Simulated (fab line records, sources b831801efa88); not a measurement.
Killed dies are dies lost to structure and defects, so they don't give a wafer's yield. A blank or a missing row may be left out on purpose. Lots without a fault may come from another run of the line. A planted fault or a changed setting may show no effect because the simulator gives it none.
Chamber matching | flow gf180mcu | GF_CONTACT_CMP_27 on cmp-02: 4 sister chambers
The step polishes, stops on SiO2, t overpolish 15 s, target thk 0 nm. 8 wafers are shown with their chamber, then 8 later ones without.

WAFERS WITH THEIR CHAMBER
wafer  | chamber | time_to_endpoint_s (s) | head_pressure_psi (psi)
L126.3 | 0       | 69                     | 3.490
L126.4 | 2       | 75                     | 3.498
L128.2 | 2       | 70                     | 3.499
L130.5 | 0       | 69                     | 3.497
L140.1 | 3       | 76                     | 3.502
L140.3 | 1       | 74                     | 3.502
L140.6 | 1       | 73                     | 3.499
L142.3 | 3       | 70                     | 3.500

WAFERS WITHOUT THEIR CHAMBER
wafer  | time_to_endpoint_s (s) | head_pressure_psi (psi)
L142.4 | 79                     | 3.511
L142.6 | 76                     | 3.505
L145.3 | 73                     | 3.491
L145.5 | 70                     | 3.507
L145.6 | 72                     | 3.494
L146.2 | 71                     | 3.511
L146.4 | 72                     | 3.508
L146.6 | 67                     | 3.502

WHICH CHAMBER EACH WENT THROUGH
wafer  | from the rows above               | in truth
L142.4 | can't be placed: 3 or 1 or 2      | 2
L142.6 | can't be placed: 3 or 1 or 2      | 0
L145.3 | can't be placed: 0 or 2 or 1 or 3 | 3
L145.5 | can't be placed: 3 or 1 or 2      | 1
L145.6 | can't be placed: 0 or 2 or 1 or 3 | 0
L146.2 | can't be placed: 3 or 1 or 2      | 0
L146.4 | can't be placed: 3 or 1 or 2      | 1
L146.6 | can't be placed: 3 or 2 or 1 or 0 | 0
Placed correctly: 0 of 8. Can't be placed from these rows: 8 (the true chamber is among the candidates in 6). Placed wrongly: 0.
How it was worked out, from the rows above alone: a wafer's distance from a chamber is the root of the sum, over the readings, of the square of ((its reading less the chamber's mean) divided by the reading's scatter). The wafer belongs to the nearest chamber; if the next one is less than 2 further off, it can't be placed. A chamber's mean is the mean of its shown wafers. The scatter: the root of (the sum of the squares of (reading less its chamber's mean) over the shown wafers, divided by (wafers less chambers)).
